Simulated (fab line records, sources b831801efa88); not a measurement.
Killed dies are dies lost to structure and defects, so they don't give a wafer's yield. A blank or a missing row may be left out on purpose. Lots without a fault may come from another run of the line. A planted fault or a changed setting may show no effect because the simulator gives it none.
Problem report in the 8D (eight disciplines) form, filled by code | flow gf180mcu | the parts of the form that need people (team, actions taken, sign-off) are left out

1. THE PROBLEM
heater_power_total_W at GF_M5_SOFTBAKE_03 reads a mean of 94.23 W on 9 wafers of 3 lots; wafers without a fault read 93.06 W with a standard deviation of 0.054. That is +22 standard deviations from the usual mean.
The step: time 60 s.
First seen on wafer L502.3, day 31 06:28, on litho_track-04. The record holds 39 wafers of 13 lots with a number at this step. Rule for "out", or "out of limits": more than 4 standard deviations from the usual mean. The other wafers with a number count as sound.

2. WHAT IT IS AND WHAT IT IS NOT
question                    | is                                 | is not
which readings at this step | heater_power_total_W, run_length_s | -
which lots                  | L502, L504, L505                   | L487, L489, L492, L493, L494, L496, L497, L507, L508, L509
which wafers of those lots  | all that have a number             | -
read on which tools         | litho_track-04                     | litho_track-01, litho_track-02
when                        | from day 31 06:28                  | up to then (21 sound wafers); but 9 sound wafers of L507, L508, L509 came after

3. SUSPECTS, AND WHAT RULES EACH OUT
Counting: a tool at a process step up to the reading stays a suspect if it ran every lot that is out and no sound lot after the first of them.
- pvd_sputter-01 at GF_M4_SPUTTER_03 (material Ti, target thk 10 nm, time 6.7 s): ruled out as a lasting fault. Sound lots L507, L508, L509 ran on it after its first lot that is out, L502 (day 28 09:13).
- litho_track-04 at GF_M5_SOFTBAKE_03 (time 60 s): kept. It ran every lot that is out, first L502 (day 31 06:28), and no sound lot after that; its last sound lot up to then is L497 (day 29 18:43). Its own readings are out on those wafers: heater_power_total_W, run_length_s.
Left after counting: litho_track-04 at GF_M5_SOFTBAKE_03.

4. THE CAUSE (what the simulator had put in)
Process parameter drift: litho_track-04, from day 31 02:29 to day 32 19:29, at GF_M5_SOFTBAKE_03. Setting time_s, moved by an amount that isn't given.
Counting left only this tool.

5. THE CHAIN OF EFFECTS, in route order
Each row: a reading whose mean over the struck wafers that have a number lies more than 3 standard deviations from the usual. Only readings for which the record gives a usual standard deviation are gone through. hours: the time from each lot's start at the first step in this table that gives one to its start at this step, as a median over the lots. sigmas: the change in usual standard deviations.
hours | step              | reading              | usual   | on struck wafers | change | sigmas
0     | GF_M5_SOFTBAKE_03 | heater_power_total_W | 93.06 W | 94.23            | +1.17  | +22
0     | GF_M5_SOFTBAKE_03 | run_length_s         | 88.93 s | 86.97            | -1.96  | -15
The process steps in it:
- GF_M5_SOFTBAKE_03: time 60 s.
Later measuring or inspecting steps at which every struck wafer that the step has a row for has a number for every such reading, and none has moved that far: GF_V5_THK_MEAS_03.

6. WHAT WOULD HAVE CAUGHT IT SOONER
In this record the first reading out of limits was taken at day 31 06:28, 4 hours after the fault began at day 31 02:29.
